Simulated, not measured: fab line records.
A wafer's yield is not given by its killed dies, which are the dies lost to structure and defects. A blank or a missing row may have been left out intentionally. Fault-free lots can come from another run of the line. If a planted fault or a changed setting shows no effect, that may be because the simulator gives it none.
What tool caused it?	flow sfq-line	15 lots, 45 wafers sampled, at 2 steps of a route of 325

WHAT THE GAUGES READ, wafer by wafer
SFQ_L0V_OVL_MEAS_903.
lot	measured	on	L0V_OVL (nm)
L638	day 7 12:27	overlay-02	-1 0 -9
L639	day 7 21:51	overlay-01	5 3 2
L640	day 8 06:16	overlay-02	-1 -8 -5
L641	day 8 19:23	overlay-01	1 -9 1
L642	day 9 02:34	overlay-01	82 76 75
L643	day 9 10:58	overlay-02	75 78 80
L644	day 9 19:22	overlay-01	81 81 80
L645	day 10 02:29	overlay-02	1 3 -1
L647	day 10 20:29	overlay-02	-1 -2 -3
L650	day 11 13:18	overlay-01	2 -1 2
L652	day 12 02:29	overlay-01	-6 -2 -6
L656	day 13 10:35	overlay-01	-3 -5 -2
L657	day 13 18:59	overlay-01	-4 -3 -4
L658	day 13 22:35	overlay-01	7 -4 5
L659	day 14 05:47	overlay-01	-4 -11 -5

EACH LOT AND THE TOOL THAT RAN IT (in order: tool; ch and the chambers of the sampled wafers; start)
lot	SFQ_TRILAYER_L0_VIA_LITHO_EXPOSE_014
L638	krf-scanner-02 ch 0, day 7 10:57
L639	krf-scanner-01 ch 0, day 7 20:21
L640	krf-scanner-01 ch 0, day 8 05:09
L641	krf-scanner-01 ch 0, day 8 18:16
L642	krf-scanner-01 ch 0, day 9 01:04
L643	krf-scanner-01 ch 0, day 9 09:40
L644	krf-scanner-01 ch 0, day 9 17:52
L645	krf-scanner-02 ch 0, day 10 00:59
L647	krf-scanner-02 ch 0, day 10 19:23
L650	krf-scanner-02 ch 0, day 11 12:23
L652	krf-scanner-02 ch 0, day 12 01:23
L656	krf-scanner-02 ch 0, day 13 09:17
L657	krf-scanner-02 ch 0, day 13 17:53
L658	krf-scanner-02 ch 0, day 13 21:05
L659	krf-scanner-02 ch 0, day 14 04:29
- SFQ_TRILAYER_L0_VIA_LITHO_EXPOSE_014: exposes mask L0V, target cd 700 nm.

AS READ BY THE TOOLS THEMSELVES (means over the sampled wafers that have a number; for cases with no such wafer, the mark the record gives instead)
The record holds no such reading with a usual standard deviation.

THE ANSWER, worked out from the rows above alone
Rule: the lots themselves supply what counts as usual. Put in order of their means at a reading, lots are off if they are a third of the lots or fewer, leave a main group of 4 or more, and stand apart from it by a gap of 3 or more times the standard deviation of the main group's means; of several such gaps the widest counts. A main group whose means are all the same, to the digits that the tables above print for the reading, isn't used. Also off: a lot with no number at a reading for which 4 or more lots have one. The other lots that the step has rows for count as sound. The gauges are gone through in route order, then the tools' own readings, and for those a lot's mean is taken as printed above. The first step at which some lot is off is used, and at that step the reading that is off furthest; a lot without a number counts as furthest.
Off: L642, L643, L644, at SFQ_L0V_OVL_MEAS_903 (L0V_OVL). The main group has a mean of -2 nm with a standard deviation of 3.
A tool fits if, at a process step before that reading, it ran every lot that is off, and no sound lot after the first of them. Gauges at SFQ_L0V_OVL_MEAS_903: tried the same way as those tools. One fits: SFQ_TRILAYER_L0_VIA_LITHO_EXPOSE_014 on krf-scanner-01. A fault onset in the window from L641 (day 8 18:16, its last sound lot) to L642 (day 9 01:04, its first lot off) fits.

WHAT THE SIMULATOR HAD INSERTED
Scanner matching overlay: krf-scanner-01, from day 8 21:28 on, at SFQ_TRILAYER_L0_VIA_LITHO_EXPOSE_014. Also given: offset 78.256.
Lots struck among those shown: L642, L643, L644. The rule above found the same.
